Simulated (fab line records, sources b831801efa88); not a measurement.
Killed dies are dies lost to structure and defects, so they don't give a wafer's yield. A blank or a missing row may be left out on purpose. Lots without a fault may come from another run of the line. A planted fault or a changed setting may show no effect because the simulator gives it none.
Which tool did it? | flow sky130 | 14 lots, 42 wafers sampled, at 3 steps of a route of 708

WHAT THE GAUGES READ, wafer by wafer
SKY_PWDE_TW_MEAS_10.
lot  | measured    | on            | PWDE_TW
L787 | day 4 07:53 | film_metro-04 | 372.6 372.2 374.5
L789 | day 4 18:14 | film_metro-03 | 372.2 368.8 371.9
L792 | day 5 16:19 | film_metro-03 | 368.7 369.7 369.4
L793 | day 5 20:32 | film_metro-02 | 372.1 371.6 372.5
L794 | day 5 23:44 | film_metro-03 | 368.0 368.0 367.0
L795 | day 6 04:47 | film_metro-03 | 368.5 369.1 370.8
L796 | day 6 12:20 | film_metro-04 | 373.5 374.0 373.6
L797 | day 6 16:00 | film_metro-03 | 367.5 370.4 370.8
L798 | day 6 22:50 | film_metro-04 | 374.5 373.3 374.0
L799 | day 7 01:56 | film_metro-04 | 374.2 371.8 372.0
L802 | day 7 18:31 | film_metro-04 | 374.4 371.8 372.1
L806 | day 8 20:25 | film_metro-04 | 373.2 374.0 372.2
L807 | day 9 06:34 | film_metro-03 | 369.2 369.5 370.8
L808 | day 9 13:40 | film_metro-02 | 372.4 374.9 374.0

SKY_VT_ADJUST_HVTR_OVL_MEAS_08.
lot  | measured     | on         | VT_ADJUST_HVTR_OVL (nm)
L787 | day 9 22:34  | overlay-02 | -0.6 1.0 0.5
L789 | day 10 13:26 | overlay-02 | 1.7 0.5 -0.9
L792 | day 11 19:41 | overlay-01 | 1.3 1.6 0.3
L793 | day 12 01:09 | overlay-02 | 2.0 0.2 0.3
L794 | day 12 03:42 | overlay-02 | -1.8 0.5 1.3
L795 | day 12 12:08 | overlay-01 | -0.6 0.8 0.9
L796 | day 12 20:45 | overlay-01 | -1.5 0.7 -0.8
L797 | day 13 03:20 | overlay-02 | 0.4 -0.9 -1.5
L798 | day 13 12:11 | overlay-02 | 1.8 0.9 2.1
L799 | day 13 16:41 | overlay-02 | -1.4 -0.3 -2.3
L802 | day 14 15:42 | overlay-01 | -1.7 1.0 -0.5
L806 | day 16 00:35 | overlay-01 | -0.3 -0.8 0.8
L807 | day 16 14:17 | overlay-01 | -1.6 -3.7 -1.2
L808 | day 16 22:22 | overlay-01 | 1.1 -0.6 0.0

SKY_POLY_GATE_THK_MEAS_04.
lot  | measured     | on            | POLY_GATE_CVD_03_THK (nm)
L787 | day 15 21:23 | film_metro-03 | 75.2 76.0 75.5
L789 | day 16 11:25 | film_metro-01 | 75.8 75.2 75.7
L792 | day 17 22:13 | film_metro-01 | 74.9 74.5 75.0
L793 | day 18 04:57 | film_metro-01 | 74.9 74.7 74.8
L794 | day 18 08:08 | film_metro-04 | 76.5 76.5 75.9
L795 | day 18 23:33 | film_metro-01 | 75.5 75.4 75.6
L796 | day 19 06:37 | film_metro-04 | 75.1 74.8 75.7
L797 | day 19 11:03 | film_metro-04 | 75.4 75.7 75.0
L798 | day 20 00:23 | film_metro-03 | 73.4 73.7 73.9
L799 | day 20 03:54 | film_metro-01 | 74.8 74.8 74.3
L802 | day 21 06:16 | film_metro-03 | 74.0 74.0 73.9
L806 | day 22 20:26 | film_metro-03 | 74.4 74.1 74.7
L807 | day 23 09:03 | film_metro-01 | 74.7 74.8 75.1
L808 | day 23 18:40 | film_metro-01 | 73.8 74.1 74.0

WHICH TOOL RAN EACH LOT (tool, then ch and the chambers of the sampled wafers, then the start)
The record holds no process step before these readings.

WHAT THE TOOLS THEMSELVES READ (means of the sampled wafers that have a number; where no wafer has one, the mark that the record gives instead)
The record holds no such reading with a usual standard deviation.

THE ANSWER, worked out from the rows above alone
Rule: what is usual is taken from the lots themselves. Put in order of their means at a reading, lots are off if they are a third of the lots or fewer, leave a main group of 4 or more, and stand apart from it by a gap of 3 or more times the standard deviation of the main group's means; of several such gaps the widest counts. A main group whose means are all the same, to the digits that the tables above print for the reading, isn't used. A lot without any number at a reading at which 4 lots or more have one is off too. The other lots that the step has rows for count as sound. The gauges are gone through in route order, then the tools' own readings, and for those a lot's mean is taken as printed above. The first step at which some lot is off is used, and at that step the reading that is off furthest; a lot without a number counts as furthest.
No lot is off at any reading shown: from this, nothing can be told.

WHAT THE SIMULATOR HAD PUT IN
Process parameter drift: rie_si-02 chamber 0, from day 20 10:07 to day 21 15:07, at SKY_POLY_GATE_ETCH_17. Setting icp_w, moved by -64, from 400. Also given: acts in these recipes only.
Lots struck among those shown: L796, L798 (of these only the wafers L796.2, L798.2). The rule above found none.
